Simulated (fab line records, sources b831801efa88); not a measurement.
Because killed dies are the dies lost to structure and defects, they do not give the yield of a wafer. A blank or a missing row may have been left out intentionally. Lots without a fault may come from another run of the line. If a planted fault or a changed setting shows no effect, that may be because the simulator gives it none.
Which tool was responsible? / flow sfqLine / 42 wafers sampled from 14 lots at 1 step of a route of 325

WHAT EACH GAUGE READ, for each wafer
Not one reading of a measure or inspect step in the record can be checked against a usual standard deviation.

WHICH TOOL RAN EACH LOT (tool, then ch and the chambers of the sampled wafers, then the start)
lot=L427; SFQ_TRILAYER_I7_CMP_CMP_184=cmp-02 ch 1,3, day 68 02:32
lot=L428; SFQ_TRILAYER_I7_CMP_CMP_184=cmp-01 ch 1,2,3, day 68 11:26
lot=L429; SFQ_TRILAYER_I7_CMP_CMP_184=cmp-01 ch 0,2,3, day 68 14:56
lot=L431; SFQ_TRILAYER_I7_CMP_CMP_184=cmp-01 ch 0,1, day 69 09:49
lot=L434; SFQ_TRILAYER_I7_CMP_CMP_184=cmp-01 ch 0,1, day 70 22:04
lot=L436; SFQ_TRILAYER_I7_CMP_CMP_184=cmp-01 ch 0,1, day 71 18:45
lot=L438; SFQ_TRILAYER_I7_CMP_CMP_184=cmp-01 ch 1,2,3, day 78 06:08
lot=L440; SFQ_TRILAYER_I7_CMP_CMP_184=cmp-01 ch 0,2,3, day 78 22:05
lot=L441; SFQ_TRILAYER_I7_CMP_CMP_184=cmp-02 ch 0,2,3, day 79 01:41
lot=L442; SFQ_TRILAYER_I7_CMP_CMP_184=cmp-02 ch 0,1, day 79 05:17
lot=L443; SFQ_TRILAYER_I7_CMP_CMP_184=cmp-01 ch 1,2,3, day 79 06:59
lot=L445; SFQ_TRILAYER_I7_CMP_CMP_184=cmp-02 ch 0,1,3, day 79 17:17
lot=L448; SFQ_TRILAYER_I7_CMP_CMP_184=cmp-01 ch 0,1,2, day 80 10:41
lot=L450; SFQ_TRILAYER_I7_CMP_CMP_184=cmp-01 ch 0,2, day 80 13:11
- SFQ_TRILAYER_I7_CMP_CMP_184: polishes SiO2.

WHAT THE TOOLS THEMSELVES READ (means of the sampled wafers that have a number; where no wafer has one, the mark that the record gives instead)
SFQ_TRILAYER_I7_CMP_CMP_184.
lot=L427; tool=cmp-02; edgeZonePressureFrac=0.997; motorCurrentA (A)=9.3; platenRpm (rpm)=60.00; timeToEndpointS (s)=213
lot=L428; tool=cmp-01; edgeZonePressureFrac=1.000; motorCurrentA (A)=9.9; platenRpm (rpm)=60.01; timeToEndpointS (s)=223
lot=L429; tool=cmp-01; edgeZonePressureFrac=1.001; motorCurrentA (A)=9.8; platenRpm (rpm)=60.00; timeToEndpointS (s)=234
lot=L431; tool=cmp-01; edgeZonePressureFrac=1.003; motorCurrentA (A)=9.1; platenRpm (rpm)=60.01; timeToEndpointS (s)=222
lot=L434; tool=cmp-01; edgeZonePressureFrac=1.002; motorCurrentA (A)=9.3; platenRpm (rpm)=65.99; timeToEndpointS (s)=212
lot=L436; tool=cmp-01; edgeZonePressureFrac=1.000; motorCurrentA (A)=9.5; platenRpm (rpm)=65.97; timeToEndpointS (s)=201
lot=L438; tool=cmp-01; edgeZonePressureFrac=1.001; motorCurrentA (A)=10.1; platenRpm (rpm)=60.00; timeToEndpointS (s)=220
lot=L440; tool=cmp-01; edgeZonePressureFrac=0.996; motorCurrentA (A)=9.8; platenRpm (rpm)=60.00; timeToEndpointS (s)=214
lot=L441; tool=cmp-02; edgeZonePressureFrac=1.004; motorCurrentA (A)=8.8; platenRpm (rpm)=60.01; timeToEndpointS (s)=228
lot=L442; tool=cmp-02; edgeZonePressureFrac=0.997; motorCurrentA (A)=9.3; platenRpm (rpm)=59.98; timeToEndpointS (s)=219
lot=L443; tool=cmp-01; edgeZonePressureFrac=0.998; motorCurrentA (A)=9.9; platenRpm (rpm)=59.97; timeToEndpointS (s)=216
lot=L445; tool=cmp-02; edgeZonePressureFrac=1.002; motorCurrentA (A)=9.0; platenRpm (rpm)=59.98; timeToEndpointS (s)=220
lot=L448; tool=cmp-01; edgeZonePressureFrac=1.002; motorCurrentA (A)=9.6; platenRpm (rpm)=60.04; timeToEndpointS (s)=215
lot=L450; tool=cmp-01; edgeZonePressureFrac=1.001; motorCurrentA (A)=9.1; platenRpm (rpm)=60.00; timeToEndpointS (s)=213

THE ANSWER, worked out from the rows above alone
Rule: usual is defined by the lots themselves. The widest of any qualifying gaps counts: lots, ordered by their means at a reading, are off when they make up no more than a third of the lots, leave a main group of 4 or more, and stand apart from it by 3 or more times the standard deviation of that group's means. Not used: any main group whose means are identical at the precision the tables above print for the reading. Also off: a lot with no number at a reading for which 4 or more lots have one. Any other lot the step has rows for is counted as sound. The gauges are gone through in route order, then the tools' own readings, and for those a lot's mean is taken as printed above. The first step at which some lot is off is used, and at that step the reading that is off furthest; a lot without a number counts as furthest.
Off at SFQ_TRILAYER_I7_CMP_CMP_184 (platenRpm): L434, L436. For the main group the mean is 60.00 rpm and the standard deviation 0.017.
A tool fits if, at that step or a process step before it, it ran every lot that is off, and no sound lot after the first of them. Not one of the candidates tried fits.

WHAT HAD BEEN PUT IN BY THE SIMULATOR
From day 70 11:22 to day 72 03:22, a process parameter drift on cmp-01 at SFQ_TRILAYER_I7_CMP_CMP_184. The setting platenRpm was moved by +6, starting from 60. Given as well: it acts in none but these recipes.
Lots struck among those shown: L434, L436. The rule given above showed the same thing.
